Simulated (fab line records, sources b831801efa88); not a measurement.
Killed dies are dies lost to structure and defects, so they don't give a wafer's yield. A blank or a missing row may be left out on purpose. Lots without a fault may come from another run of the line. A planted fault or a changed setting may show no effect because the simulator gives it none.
Which tool did it? | flow gf180mcu | 13 lots, 39 wafers sampled, at 5 steps of a route of 602

WHAT THE GAUGES READ, wafer by wafer
GF_STI_THK_MEAS_04.
lot  | measured    | on            | STI_CVD_03_THK (nm)
L204 | day 1 19:37 | film_metro-01 | 222.2 224.5 223.8
L207 | day 2 09:38 | film_metro-04 | 220.6 220.2 220.6
L208 | day 2 16:36 | film_metro-02 | 219.8 219.8 219.6
L209 | day 2 19:56 | film_metro-02 | 222.1 222.2 219.6
L210 | day 3 00:47 | film_metro-04 | 224.9 224.7 223.8
L212 | day 3 11:06 | film_metro-04 | 221.6 218.9 220.4
L213 | day 3 15:36 | film_metro-04 | 226.0 225.9 226.1
L214 | day 3 21:29 | film_metro-04 | 220.3 219.6 220.6
L215 | day 4 06:44 | film_metro-01 | 219.2 221.6 221.0
L220 | day 5 04:09 | film_metro-02 | 225.5 225.8 226.6
L222 | day 5 14:31 | film_metro-02 | 224.3 223.7 224.0
L223 | day 5 18:40 | film_metro-02 | 224.0 225.4 224.7
L224 | day 5 23:07 | film_metro-01 | 220.1 221.2 221.9

GF_STI_THK_MEAS_22.
lot  | measured    | on            | STI_OXIDATION_01_THK (nm)
L204 | day 2 09:34 | film_metro-04 | 15.7 15.7 15.9
L207 | day 2 23:37 | film_metro-04 | 14.7 14.8 15.0
L208 | day 3 06:40 | film_metro-02 | 15.2 15.4 15.3
L209 | day 3 10:51 | film_metro-04 | 15.1 14.9 14.9
L210 | day 3 18:01 | film_metro-01 | 15.7 15.8 15.7
L212 | day 4 06:16 | film_metro-01 | 15.5 15.3 15.3
L213 | day 4 13:08 | film_metro-02 | 15.0 14.9 15.1
L214 | day 4 13:09 | film_metro-04 | 14.9 15.1 15.1
L215 | day 4 22:22 | film_metro-02 | 14.6 14.6 14.4
L220 | day 5 19:37 | film_metro-04 | 14.7 14.7 14.8
L222 | day 6 06:32 | film_metro-04 | 15.2 15.1 15.1
L223 | day 6 11:34 | film_metro-01 | 15.2 15.2 15.0
L224 | day 6 19:06 | film_metro-04 | 14.6 14.6 14.7

GF_LVPWELL_OVL_MEAS_07.
lot  | measured    | on         | LVPWELL_OVL (nm)
L204 | day 4 02:19 | overlay-01 | 0.7 0.5 2.3
L207 | day 4 16:58 | overlay-01 | -2.5 1.5 0.3
L208 | day 5 00:48 | overlay-01 | 0.4 -1.2 1.2
L209 | day 5 04:49 | overlay-01 | 3.1 0.9 2.7
L210 | day 5 16:00 | overlay-02 | 0.1 -0.3 -1.3
L212 | day 6 09:45 | overlay-01 | 0.1 3.4 0.8
L213 | day 6 14:36 | overlay-01 | 2.3 0.1 0.1
L214 | day 6 14:13 | overlay-02 | -1.0 -0.8 1.4
L215 | day 6 23:00 | overlay-02 | -1.2 -1.2 -1.5
L220 | day 7 21:48 | overlay-01 | 1.3 2.2 1.9
L222 | day 8 07:16 | overlay-01 | 1.4 1.8 2.0
L223 | day 8 13:09 | overlay-01 | -0.3 0.2 -0.9
L224 | day 8 23:12 | overlay-01 | 2.1 1.7 2.2

GF_VT_IMPLANT_TW_MEAS_10.
lot  | measured     | on            | VT_IMPLANT_TW
L204 | day 5 17:56  | film_metro-04 | 569 569 570
L207 | day 6 11:51  | film_metro-03 | 579 580 581
L208 | day 6 20:56  | film_metro-04 | 569 571 567
L209 | day 7 01:39  | film_metro-03 | 572 575 575
L210 | day 7 12:34  | film_metro-04 | 569 575 573
L212 | day 8 08:14  | film_metro-03 | 571 570 573
L213 | day 8 15:38  | film_metro-01 | 570 572 573
L214 | day 8 15:18  | film_metro-04 | 568 570 569
L215 | day 9 01:23  | film_metro-03 | 576 581 577
L220 | day 10 02:36 | film_metro-03 | 709 711 712
L222 | day 10 12:47 | film_metro-03 | 572 571 571
L223 | day 10 18:55 | film_metro-03 | 573 570 575
L224 | day 11 04:38 | film_metro-01 | 573 574 574

WHICH TOOL RAN EACH LOT (tool, then ch and the chambers of the sampled wafers, then the start)
lot  | GF_VT_IMPLANT_IMPLANT_08
L204 | implanter-03 ch 0, day 5 17:43
L207 | implanter-04 ch 0, day 6 11:38
L208 | implanter-02 ch 0, day 6 20:41
L209 | implanter-04 ch 0, day 7 01:26
L210 | implanter-03 ch 0, day 7 12:19
L212 | implanter-04 ch 0, day 8 08:01
L213 | implanter-03 ch 0, day 8 15:25
L214 | implanter-04 ch 0, day 8 15:05
L215 | implanter-02 ch 0, day 9 01:08
L220 | implanter-04 ch 0, day 10 02:02
L222 | implanter-02 ch 0, day 10 12:35
L223 | implanter-04 ch 0, day 10 18:41
L224 | implanter-03 ch 0, day 11 04:24
- GF_VT_IMPLANT_IMPLANT_08

WHAT THE TOOLS THEMSELVES READ (means of the sampled wafers that have a number; where no wafer has one, the mark that the record gives instead)
The record holds no such reading with a usual standard deviation.

THE ANSWER, worked out from the rows above alone
Rule: what is usual is taken from the lots themselves. Put in order of their means at a reading, lots are off if they are a third of the lots or fewer, leave a main group of 4 or more, and stand apart from it by a gap of 3 or more times the standard deviation of the main group's means; of several such gaps the widest counts. A main group whose means are all the same, to the digits that the tables above print for the reading, isn't used. A lot without any number at a reading at which 4 lots or more have one is off too. The other lots that the step has rows for count as sound. The gauges are gone through in route order, then the tools' own readings, and for those a lot's mean is taken as printed above. The first step at which some lot is off is used, and at that step the reading that is off furthest; a lot without a number counts as furthest.
Off: L220, at GF_VT_IMPLANT_TW_MEAS_10 (VT_IMPLANT_TW). The main group: mean 573, standard deviation 3.3.
A tool fits if, at a process step before that reading, it ran every lot that is off, and no sound lot after the first of them. The gauges at GF_VT_IMPLANT_TW_MEAS_10 are tried like those tools. None of those tried fits.

WHAT THE SIMULATOR HAD PUT IN
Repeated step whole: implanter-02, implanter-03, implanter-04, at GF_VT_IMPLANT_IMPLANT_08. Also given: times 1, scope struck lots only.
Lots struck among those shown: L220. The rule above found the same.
